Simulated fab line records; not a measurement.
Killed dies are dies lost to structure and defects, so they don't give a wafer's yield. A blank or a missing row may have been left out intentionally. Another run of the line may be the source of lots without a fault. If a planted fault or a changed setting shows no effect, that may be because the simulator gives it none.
What tool caused it? / flow gf180mcu / 14 lots, 42 wafers sampled, at 4 steps of a route of 602

WHAT THE GAUGES READ, wafer by wafer
GF_STI_BOW_MEAS_00.
lot=L665; measured=day 1 10:01; on=film_metro-03; INCOMING_BOW (um)=5 3 -6
lot=L666; measured=day 1 15:00; on=film_metro-02; INCOMING_BOW (um)=-6 10 -3
lot=L667; measured=day 1 20:00; on=film_metro-03; INCOMING_BOW (um)=6 -7 -5
lot=L668; measured=day 2 01:01; on=film_metro-03; INCOMING_BOW (um)=-2 -4 -7
lot=L670; measured=day 2 11:02; on=film_metro-03; INCOMING_BOW (um)=0 8 -6
lot=L674; measured=day 3 07:00; on=film_metro-03; INCOMING_BOW (um)=8 22 -10
lot=L675; measured=day 3 12:00; on=film_metro-02; INCOMING_BOW (um)=-1 -1 -7
lot=L676; measured=day 3 17:00; on=film_metro-02; INCOMING_BOW (um)=-4 -2 4
lot=L678; measured=day 4 03:01; on=film_metro-02; INCOMING_BOW (um)=-7 -4 1
lot=L679; measured=day 4 08:02; on=film_metro-02; INCOMING_BOW (um)=8 12 -12
lot=L681; measured=day 4 18:00; on=film_metro-04; INCOMING_BOW (um)=5 5 -7
lot=L682; measured=day 4 23:00; on=film_metro-02; INCOMING_BOW (um)=-6 1 4
lot=L687; measured=day 6 00:00; on=film_metro-02; INCOMING_BOW (um)=7 4 -4
lot=L688; measured=day 6 05:00; on=film_metro-04; INCOMING_BOW (um)=10 5 2

GF_VT_IMPLANT_OVL_MEAS_40.
lot=L665; measured=day 7 13:22; on=overlay-02; VT_IMPLANT_03_OVL (nm)=0.9 0.3 1.9
lot=L666; measured=day 7 21:11; on=overlay-01; VT_IMPLANT_03_OVL (nm)=-4.8 -2.9 -2.9
lot=L667; measured=day 8 04:43; on=overlay-01; VT_IMPLANT_03_OVL (nm)=0.2 -0.9 0.2
lot=L668; measured=day 8 07:53; on=overlay-01; VT_IMPLANT_03_OVL (nm)=1.1 -0.6 -0.4
lot=L670; measured=day 8 21:10; on=overlay-01; VT_IMPLANT_03_OVL (nm)=0.6 0.0 0.8
lot=L674; measured=day 10 00:14; on=overlay-01; VT_IMPLANT_03_OVL (nm)=1.8 2.9 1.2
lot=L675; measured=day 10 05:23; on=overlay-01; VT_IMPLANT_03_OVL (nm)=-0.4 0.8 1.5
lot=L676; measured=day 10 16:13; on=overlay-02; VT_IMPLANT_03_OVL (nm)=-0.4 -1.5 -1.9
lot=L678; measured=day 11 02:59; on=overlay-02; VT_IMPLANT_03_OVL (nm)=-0.1 -0.5 0.0
lot=L679; measured=day 11 11:44; on=overlay-01; VT_IMPLANT_03_OVL (nm)=-0.5 0.9 0.7
lot=L681; measured=day 11 22:54; on=overlay-02; VT_IMPLANT_03_OVL (nm)=-0.7 -0.7 -0.1
lot=L682; measured=day 12 05:08; on=overlay-02; VT_IMPLANT_03_OVL (nm)=-0.4 1.1 0.5
lot=L687; measured=day 13 17:08; on=overlay-02; VT_IMPLANT_03_OVL (nm)=1.6 1.2 0.6
lot=L688; measured=day 13 23:44; on=overlay-01; VT_IMPLANT_03_OVL (nm)=-0.1 -1.3 -1.4

TOOL THAT RAN EACH LOT (tool first, then ch and the chambers of the sampled wafers, then the start)
lot=L665; GF_DNWELL_IMPLANT_07=implanter-02 ch 0, day 2 18:33; GF_LVPWELL_STRIP_10=plasma_asher-03 ch 0,1, day 3 21:16
lot=L666; GF_DNWELL_IMPLANT_07=implanter-03 ch 0, day 3 00:23; GF_LVPWELL_STRIP_10=plasma_asher-02 ch 0,1, day 4 03:04
lot=L667; GF_DNWELL_IMPLANT_07=implanter-04 ch 0, day 3 05:14; GF_LVPWELL_STRIP_10=plasma_asher-03 ch 1, day 4 08:31
lot=L668; GF_DNWELL_IMPLANT_07=implanter-03 ch 0, day 3 10:18; GF_LVPWELL_STRIP_10=plasma_asher-04 ch 0,1, day 4 14:05
lot=L670; GF_DNWELL_IMPLANT_07=implanter-03 ch 0, day 3 20:23; GF_LVPWELL_STRIP_10=plasma_asher-02 ch 0,1, day 5 00:50
lot=L674; GF_DNWELL_IMPLANT_07=implanter-02 ch 0, day 4 17:50; GF_LVPWELL_STRIP_10=plasma_asher-02 ch 0,1, day 5 23:47
lot=L675; GF_DNWELL_IMPLANT_07=implanter-02 ch 0, day 4 22:50; GF_LVPWELL_STRIP_10=plasma_asher-02 ch 0,1, day 6 04:52
lot=L676; GF_DNWELL_IMPLANT_07=implanter-04 ch 0, day 5 05:37; GF_LVPWELL_STRIP_10=plasma_asher-04 ch 0,1, day 6 12:32
lot=L678; GF_DNWELL_IMPLANT_07=implanter-02 ch 0, day 5 14:28; GF_LVPWELL_STRIP_10=plasma_asher-02 ch 0,1, day 6 21:40
lot=L679; GF_DNWELL_IMPLANT_07=implanter-03 ch 0, day 5 21:43; GF_LVPWELL_STRIP_10=plasma_asher-03 ch 0,1, day 7 05:12
lot=L681; GF_DNWELL_IMPLANT_07=implanter-04 ch 0, day 6 06:44; GF_LVPWELL_STRIP_10=plasma_asher-04 ch 0,1, day 7 14:01
lot=L682; GF_DNWELL_IMPLANT_07=implanter-03 ch 0, day 6 11:38; GF_LVPWELL_STRIP_10=plasma_asher-04 ch 0, day 7 19:16
lot=L687; GF_DNWELL_IMPLANT_07=implanter-03 ch 0, day 7 14:35; GF_LVPWELL_STRIP_10=plasma_asher-04 ch 0,1, day 8 23:13
lot=L688; GF_DNWELL_IMPLANT_07=implanter-03 ch 0, day 7 20:08; GF_LVPWELL_STRIP_10=plasma_asher-04 ch 0,1, day 9 05:07
- GF_DNWELL_IMPLANT_07
- GF_LVPWELL_STRIP_10: strips in O2/N2.

AS READ BY THE TOOLS THEMSELVES (means over the sampled wafers that have a number; for cases with no such wafer, the mark the record gives instead)
GF_DNWELL_IMPLANT_07.
lot=L665 tool=implanter-02 beam_energy_keV=1500.2 dose_ions_cm2=9.994e+12
lot=L666 tool=implanter-03 beam_energy_keV=1500.1 dose_ions_cm2=9.995e+12
lot=L667 tool=implanter-04 beam_energy_keV=1499.9 dose_ions_cm2=9.988e+12
lot=L668 tool=implanter-03 beam_energy_keV=1500.2 dose_ions_cm2=1.000e+13
lot=L670 tool=implanter-03 beam_energy_keV=1500.4 dose_ions_cm2=1.000e+13
lot=L674 tool=implanter-02 beam_energy_keV=1500.8 dose_ions_cm2=9.988e+12
lot=L675 tool=implanter-02 beam_energy_keV=1500.0 dose_ions_cm2=9.411e+12
lot=L676 tool=implanter-04 beam_energy_keV=1499.5 dose_ions_cm2=1.001e+13
lot=L678 tool=implanter-02 beam_energy_keV=1500.1 dose_ions_cm2=9.410e+12
lot=L679 tool=implanter-03 beam_energy_keV=1499.4 dose_ions_cm2=9.996e+12
lot=L681 tool=implanter-04 beam_energy_keV=1499.8 dose_ions_cm2=9.993e+12
lot=L682 tool=implanter-03 beam_energy_keV=1499.0 dose_ions_cm2=9.997e+12
lot=L687 tool=implanter-03 beam_energy_keV=1499.9 dose_ions_cm2=1.001e+13
lot=L688 tool=implanter-03 beam_energy_keV=1499.5 dose_ions_cm2=1.001e+13

GF_LVPWELL_STRIP_10.
lot=L665; tool=plasma_asher-03; drypump_motor_current_A (A)=5.5; heater_power_w (W)=343; oes_product_au (a.u.)=0.722; strip_time_to_endpoint_s (s)=36.95
lot=L666; tool=plasma_asher-02; drypump_motor_current_A (A)=5.8; heater_power_w (W)=382; oes_product_au (a.u.)=0.723; strip_time_to_endpoint_s (s)=37.00
lot=L667; tool=plasma_asher-03; drypump_motor_current_A (A)=5.9; heater_power_w (W)=346; oes_product_au (a.u.)=0.717; strip_time_to_endpoint_s (s)=37.00
lot=L668; tool=plasma_asher-04; drypump_motor_current_A (A)=6.2; heater_power_w (W)=335; oes_product_au (a.u.)=0.721; strip_time_to_endpoint_s (s)=36.95
lot=L670; tool=plasma_asher-02; drypump_motor_current_A (A)=5.5; heater_power_w (W)=383; oes_product_au (a.u.)=0.728; strip_time_to_endpoint_s (s)=36.93
lot=L674; tool=plasma_asher-02; drypump_motor_current_A (A)=5.9; heater_power_w (W)=368; oes_product_au (a.u.)=0.721; strip_time_to_endpoint_s (s)=36.84
lot=L675; tool=plasma_asher-02; drypump_motor_current_A (A)=5.5; heater_power_w (W)=357; oes_product_au (a.u.)=0.723; strip_time_to_endpoint_s (s)=37.05
lot=L676; tool=plasma_asher-04; drypump_motor_current_A (A)=5.8; heater_power_w (W)=319; oes_product_au (a.u.)=0.718; strip_time_to_endpoint_s (s)=36.89
lot=L678; tool=plasma_asher-02; drypump_motor_current_A (A)=5.8; heater_power_w (W)=371; oes_product_au (a.u.)=0.721; strip_time_to_endpoint_s (s)=36.95
lot=L679; tool=plasma_asher-03; drypump_motor_current_A (A)=5.5; heater_power_w (W)=342; oes_product_au (a.u.)=0.721; strip_time_to_endpoint_s (s)=36.92
lot=L681; tool=plasma_asher-04; drypump_motor_current_A (A)=6.3; heater_power_w (W)=321; oes_product_au (a.u.)=0.718; strip_time_to_endpoint_s (s)=37.03
lot=L682; tool=plasma_asher-04; drypump_motor_current_A (A)=6.7; heater_power_w (W)=338; oes_product_au (a.u.)=0.720; strip_time_to_endpoint_s (s)=36.97
lot=L687; tool=plasma_asher-04; drypump_motor_current_A (A)=6.2; heater_power_w (W)=327; oes_product_au (a.u.)=0.722; strip_time_to_endpoint_s (s)=36.99
lot=L688; tool=plasma_asher-04; drypump_motor_current_A (A)=5.7; heater_power_w (W)=320; oes_product_au (a.u.)=0.721; strip_time_to_endpoint_s (s)=36.96

THE ANSWER, worked out from the rows above alone
Rule: usual is defined by the lots themselves. Put in order of their means at a reading, lots are off if they are a third of the lots or fewer, leave a main group of 4 or more, and stand apart from it by a gap of 3 or more times the standard deviation of the main group's means; of several such gaps the widest counts. A main group whose means are all the same, to the digits that the tables above print for the reading, isn't used. Also off: a lot with no number at a reading for which 4 or more lots have one. The other lots that the step has rows for count as sound. After the gauges, taken in route order, come the tools' own readings; for these a lot's mean is taken, as printed above. The first step at which some lot is off is used, and at that step the reading that is off furthest; a lot without a number counts as furthest.
Off at GF_DNWELL_IMPLANT_07 (dose_ions_cm2): L675, L678. The main group has a mean of 9.998e+12 with a standard deviation of 7.6e+09.
A tool fits if, at that step or a process step before it, it ran every lot that is off, and no sound lot after the first of them. One fits: implanter-02 at GF_DNWELL_IMPLANT_07. A fault onset in the window from L674 (day 4 17:50, its last sound lot) to L675 (day 4 22:50, its first lot off) fits.
On the lots that are off, the tool's own readings at GF_DNWELL_IMPLANT_07 differ by more than 5 times the standard deviation of the sound lots' means, which bears it out; dose_ions_cm2 reads 9.410e+12 there versus 9.998e+12 on the sound lots.

WHAT WAS PUT IN BY THE SIMULATOR
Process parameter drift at GF_DNWELL_IMPLANT_07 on implanter-02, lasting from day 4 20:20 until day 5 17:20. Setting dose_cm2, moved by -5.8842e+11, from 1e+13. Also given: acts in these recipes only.
Lots struck among those shown: L675, L678. This agrees with what the rule above found.
